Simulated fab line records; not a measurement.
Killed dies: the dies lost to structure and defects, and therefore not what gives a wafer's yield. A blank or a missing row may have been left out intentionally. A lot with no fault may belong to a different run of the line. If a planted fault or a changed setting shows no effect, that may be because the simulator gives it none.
fab line records	flow sky130
record lots=12	wafers=36	lastDay=50
route steps=708 shown METAL2@500 CAPM@539 METAL4@626 VIA4@656 PAD_OPEN@708
lots untouched by any fault: they come from a run of this same line in which no faults occurred
startH: hours from the record's opening day to when the first of the lot's shown wafers began	waitH: hours elapsed since this lot's preceding step	" as in the row above	L1.1+2: several wafers, shown together as one row	- no value present, or no start provided	* or withheld: withheld	< > ~ a bound
route shown NAME@n: NAME is a module with steps in the file, n the number in the route of the first one	usual: average and standard deviation across the fault-free wafers	same: alike in all rows	chamber/n: place in a boat	sites: the reading at each site	_std_site: standard deviation of those values	_edge_site: the outer-site mean with the inner-site mean subtracted	radiusMm: for every site, how far away it sits from the centre of the wafer	mask NAME#n: copy n	behind: the last tool/chamber to shape the wafer	hold: what put the lot on hold/how long, in hours/how the hold closed	device: the n, p or np transistor that did not switch	end of line: the same wafers' tests at the end of the route	step lacking rows: just its recipe	killed: not the wafer's yield, but the dies lost to structure and defects at the first sort	map: a wafer's dies, x killed, . not, _ none there
set.NAME: the run value of the setting; set.NAME@STEP: its run value at that earlier step	model.NAME: the simulator's own value behind a step, which no gauge read
steps of the route over a sample of lots; a table a step, a row a wafer
services: a tool's chamber out of use, with start hour (startH, from the record's first day; less than 0 if before it), hours out, and reason
## steps
# step SKY_METAL2_DESCUM_17
# recipe chemistry=O2	sourcePowerW=150	biasPowerW=0	pressureMtorr=10	tempC=40	timeS=8
# usual drypumpMotorCurrentA=5.46/0.27	oesProductAu=1.003/0.0098	rfFwdPowerW=147.1/0.75
lot.wafer	tool	chamber	startH	waitH	drypumpMotorCurrentA	oesProductAu	rfFwdPowerW	rfHoursCounterH
L727.2	rieMetal-04	0	822.12	0.0	5.57	0.990	146.2	8
L727.3	"	0	"	"	5.60	1.006	146.1	-
L727.5	"	1	"	"	5.00	1.004	146.5	-
L728.4	rieMetal-04	1	831.38	0.0	4.97	0.993	145.9	-
L728.5	"	0	"	"	5.59	1.007	146.8	-
L728.6	"	1	"	"	4.96	0.991	145.7	-
L729.3	rieMetal-04	0	834.03	0.0	5.61	0.999	145.3	-
L729.4	"	1	"	"	4.97	0.989	145.9	-
L729.6	"	0	"	"	5.65	0.993	146.3	-
L731.1	rieMetal-01	1	860.32	0.0	5.68	0.998	147.3	6
L731.2	"	0	"	"	5.30	1.015	146.9	13
L731.5	"	1	"	"	5.69	1.003	147.0	-
L732.2	rieMetal-04	0	864.92	0.0	5.54	0.996	146.4	9
L732.3	"	1	"	"	4.98	0.990	146.1	-
L732.6	"	0	"	"	5.58	0.997	147.0	-
L733.1	rieMetal-01	0	869.27	0.0	5.30	1.008	147.4	13
L733.3	"	0	"	"	5.30	1.009	147.2	-
L733.4	"	1	"	"	5.69	0.992	147.1	-
L734.1	rieMetal-01	1	880.12	0.0	5.67	1.004	147.3	7
L734.2	"	0	"	"	5.32	1.020	147.2	14
L734.3	"	1	"	"	5.68	0.999	147.1	-
L743.2	rieMetal-04	0	940.64	0.0	5.60	1.024	146.3	13
L743.4	"	0	"	"	5.61	1.007	146.3	-
L743.5	"	1	"	"	4.99	1.003	146.8	-
L746.1	rieMetal-01	1	961.24	0.0	5.67	0.985	148.0	11
L746.5	"	1	"	"	5.68	0.996	147.7	-
L746.6	"	0	"	"	5.29	0.993	147.3	-
L747.1	rieMetal-01	1	966.67	0.0	5.70	0.997	147.0	11
L747.2	"	0	"	"	5.28	1.011	146.3	18
L747.3	"	0	"	"	5.28	1.008	146.4	-
L749.2	rieMetal-03	0	978.24	0.0	5.79	1.014	147.7	7
L749.4	"	0	"	"	5.83	1.008	147.7	-
L749.6	"	0	"	"	5.78	1.009	147.8	-
L750.1	rieMetal-04	1	984.77	0.0	4.96	0.984	146.8	11
L750.3	"	0	"	"	5.59	1.003	147.2	-
L750.6	"	0	"	"	5.62	1.006	146.5	-
# step SKY_CAPM_SPUTTER_02
# recipe material=TiN	targetThkNm=200	tempC=300	powerW=6500	timeS=166.7	chamberPressurePa=0.4
# usual throttleValvePct=30.4/1.1
lot.wafer	tool	chamber	startH	waitH	throttleValvePct
L727.2	pvdSputter-04	-	851.49	0.0	30.9
L727.3	"	-	"	"	31.3
L727.5	"	-	"	"	30.9
L728.4	pvdSputter-04	-	859.52	0.0	29.0
L728.5	"	-	"	"	31.0
L728.6	"	-	"	"	28.9
L729.3	pvdSputter-04	-	862.84	0.0	30.8
L729.4	"	-	"	"	31.3
L729.6	"	-	"	"	31.0
L731.1	pvdSputter-04	-	888.84	0.1	31.4
L731.2	"	-	"	"	30.8
L731.5	"	-	"	"	31.5
L732.2	pvdSputter-04	-	894.96	0.0	31.2
L732.3	"	-	"	"	32.0
L732.6	"	-	"	"	31.8
L733.1	pvdSputter-02	-	898.31	0.1	29.3
L733.3	"	-	"	"	30.9
L733.4	"	-	"	"	28.9
L734.1	pvdSputter-03	-	909.04	0.1	30.1
L734.2	"	-	"	"	31.3
L734.3	"	-	"	"	29.5
L743.2	pvdSputter-02	-	969.12	0.0	31.1
L743.4	"	-	"	"	29.5
L743.5	"	-	"	"	28.9
L746.1	pvdSputter-04	-	988.93	0.1	31.2
L746.5	"	-	"	"	31.2
L746.6	"	-	"	"	32.0
L747.1	pvdSputter-03	-	993.79	0.1	30.3
L747.2	"	-	"	"	28.9
L747.3	"	-	"	"	31.2
L749.2	pvdSputter-03	-	1005.69	0.0	30.4
L749.4	"	-	"	"	30.9
L749.6	"	-	"	"	31.3
L750.1	pvdSputter-02	-	1011.14	0.1	28.8
L750.3	"	-	"	"	31.2
L750.6	"	-	"	"	31.5
# step SKY_METAL4_EXPOSE_10
# recipe maskId=MM4	na=0.68	sourceShape=annular	sigmaInner=0.4	sigmaOuter=0.8	targetCdNm=300	doseMj=28
lot.wafer	tool	chamber	startH	waitH	mask
L727.2+3+5	krfScanner-02	0	970.84	-	MM4#0
L728.4+5+6	krfScanner-01	0	976.95	-	MM4#0
L729.3+4+6	krfScanner-01	0	980.66	-	MM4#0
L731.1+2+5	krfScanner-02	0	1004.71	-	MM4#0
L732.2+3+6	krfScanner-02	0	1009.53	-	MM4#0
L733.1+3+4	krfScanner-02	0	1014.87	-	MM4#0
L734.1+2+3	krfScanner-02	0	1023.57	-	MM4#0
L743.2+4+5	krfScanner-01	0	1078.06	-	MM4#0
L746.1+5+6	krfScanner-02	0	1094.00	-	MM4#0
L747.1+2+3	krfScanner-01	0	1099.59	-	MM4#0
L749.2+4+6	krfScanner-01	0	1106.43	-	MM4#0
L750.1+3+6	krfScanner-01	0	1112.87	-	MM4#0
# step SKY_METAL4_CD_MEAS_13
# recipe targetCdNm=300
# usual cdNm=300.1/1.6
lot.wafer	tool	chamber	startH	waitH	cdNm
L727.2	cdSem-02	-	983.23	-	299.6
L727.3	"	-	"	"	299.7
L727.5	"	-	"	"	301.4
L728.4	cdSem-01	-	988.57	-	299.8
L728.5	"	-	"	"	298.0
L728.6	"	-	"	"	297.9
L729.3	cdSem-01	-	992.11	-	298.6
L729.4	"	-	"	"	299.6
L729.6	"	-	"	"	299.1
L731.1	cdSem-02	-	1016.05	-	301.3
L731.2	"	-	"	"	301.0
L731.5	"	-	"	"	301.2
L732.2	cdSem-02	-	1020.49	-	298.7
L732.3	"	-	"	"	277.3
L732.6	"	-	"	"	299.8
L733.1	cdSem-02	-	1026.07	-	302.1
L733.3	"	-	"	"	280.4
L733.4	"	-	"	"	302.9
L734.1	cdSem-02	-	1034.41	-	299.6
L734.2	"	-	"	"	298.0
L734.3	"	-	"	"	275.7
L743.2	cdSem-01	-	1087.94	-	302.3
L743.4	"	-	"	"	301.6
L743.5	"	-	"	"	302.2
L746.1	cdSem-02	-	1103.92	-	302.2
L746.5	"	-	"	"	301.8
L746.6	"	-	"	"	302.2
L747.1	cdSem-01	-	1109.37	-	300.4
L747.2	"	-	"	"	299.3
L747.3	"	-	"	"	299.4
L749.2	cdSem-02	-	1116.79	-	298.7
L749.4	"	-	"	"	299.9
L749.6	"	-	"	"	299.1
L750.1	cdSem-02	-	1122.37	-	300.0
L750.3	"	-	"	"	301.4
L750.6	"	-	"	"	301.8
# step SKY_VIA4_SPUTTER_17
# recipe material=TiN	targetThkNm=20	chamberPressurePa=5	powerW=4000	timeS=80
# usual throttleValvePct=30.2/1.1
lot.wafer	tool	chamber	startH	waitH	throttleValvePct
L727.2	pvdSputter-02	-	1008.97	0.0	31.6
L727.3	"	-	"	"	28.7
L727.5	"	-	"	"	29.4
L728.4	pvdSputter-02	-	1013.98	0.0	29.3
L728.5	"	-	"	"	31.3
L728.6	"	-	"	"	29.4
L729.3	pvdSputter-02	-	1016.97	0.0	29.2
L729.4	"	-	"	"	31.2
L729.6	"	-	"	"	31.4
L731.1	pvdSputter-02	-	1042.12	0.0	28.7
L731.2	"	-	"	"	29.2
L731.5	"	-	"	"	30.9
L732.2	pvdSputter-02	-	1045.57	0.0	30.9
L732.3	"	-	"	"	28.8
L732.6	"	-	"	"	28.5
L733.1	pvdSputter-03	-	1050.62	0.0	29.0
L733.3	"	-	"	"	29.6
L733.4	"	-	"	"	31.4
L734.1	pvdSputter-02	-	1059.38	0.0	31.3
L734.2	"	-	"	"	29.2
L734.3	"	-	"	"	28.6
L743.2	pvdSputter-03	-	1109.98	0.0	30.1
L743.4	"	-	"	"	29.3
L743.5	"	-	"	"	29.8
L746.1	pvdSputter-02	-	1126.02	0.0	31.2
L746.5	"	-	"	"	31.3
L746.6	"	-	"	"	29.4
L747.1	pvdSputter-04	-	1131.27	0.0	31.3
L747.2	"	-	"	"	31.0
L747.3	"	-	"	"	29.1
L749.2	pvdSputter-02	-	1138.84	0.0	29.5
L749.4	"	-	"	"	31.4
L749.6	"	-	"	"	31.0
L750.1	pvdSputter-04	-	1143.47	0.0	31.9
L750.3	"	-	"	"	31.6
L750.6	"	-	"	"	32.1
# step SKY_PAD_OPEN_PROBE_99
# usual defectLimitedYield=82.9/1.7	killed_at_M0_to_M3=42/6.1	killed_at_M4_up=3.4/2	killedAtContacts=23/4.8	killedAtFrontEnd=15/3.8	killedAtOther=0.3/0.48	killedDies=84/8.5	killedOpen=46/6.8	killedShort=38/6.2	sort_bin_3_pad_short=0.8/0.42	sort_bin_5_function=10.1/1.4	sort_bin_6_memory=6.2/0.99	sortNPass=408/8.5	sortYieldPct=82.9/1.7
# same grossDies=492	killedAtBackSide=0	sort_bin_4_leakage[%]=0	sort_bin_8_speed[%]=0
lot.wafer	tool	chamber	startH	waitH	defectLimitedYield[%]	killed_at_M0_to_M3	killed_at_M4_up	killedAtContacts	killedAtFrontEnd	killedAtOther	killedDies	killedOpen	killedShort	sort_bin_3_pad_short[%]	sort_bin_5_function[%]	sort_bin_6_memory[%]	sortNPass	sortYieldPct[%]
L733.1	prober-01	-	1116.94	0.1	82.7	38	6	31	10	0	85	41	44	1.0	10.2	6.1	407	82.7
# killed by level:class
L733.1 LI_CONTACT:geometricParticle:open=12 VIA2:geometricParticle:open=6 LOCAL_INTERCONNECT:geometricParticle:short=6 CONTACT:geometricParticle:short=5 VIA1:geometricParticle:open=5 METAL2:geometricParticle:short=5 METAL4:geometricParticle:short=5 LI_CONTACT:geometricParticle:short=4
## services
tool	chamber	startH	hours	kind
krfScanner-01	-	799.91	0.8	pm
krfScanner-02	-	803.38	3.6	pm
pvdSputter-04	-	815.04	4.4	repair
krfScanner-02	-	820.72	0.9	repair
krfScanner-01	-	863.07	1.0	pm
rieMetal-04	-	877.64	1.4	repair
krfScanner-02	-	887.71	1.0	pm
krfScanner-01	-	890.05	0.3	repair
krfScanner-02	-	897.20	0.8	pm
pvdSputter-02	-	906.03	3.3	repair
pvdSputter-04	-	907.88	1.4	repair
pvdSputter-04	-	914.06	1.5	repair
krfScanner-02	-	922.63	0.8	pm
rieMetal-04	1	931.39	2.5	repair
krfScanner-01	-	931.50	1.3	pm
krfScanner-02	-	935.05	18.2	repair
krfScanner-01	-	954.20	0.3	repair
rieMetal-04	-	958.54	14.6	pm
krfScanner-01	-	965.79	0.1	repair
krfScanner-01	-	968.71	0.8	pm
krfScanner-02	-	973.05	1.3	pm
krfScanner-01	-	1013.31	15.5	repair
pvdSputter-02	-	1097.45	10.7	repair
pvdSputter-02	-	1128.13	2.7	repair
## key
firstSign step=SKY_METAL4_CD_MEAS_13	reading=cdNm	direction=down	sigmas=14	usual=300.1	struck=277.8
effect none on later readings
metAt SKY_METAL4_EXPOSE_10
struckLots L732,L733,L734
struckWafers L732.3,L733.3,L734.3
notActingAt SKY_METAL2_DESCUM_17,SKY_CAPM_SPUTTER_02,SKY_VIA4_SPUTTER_17
onsetBetween 1004.71 1009.53
fault kind=processParameterDrift	tool=krfScanner-02	chamber=-	onsetH=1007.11	steps=SKY_METAL4_EXPOSE_10	channel=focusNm	offset=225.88	shape=step	endH=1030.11	scope=struckWafersOnly
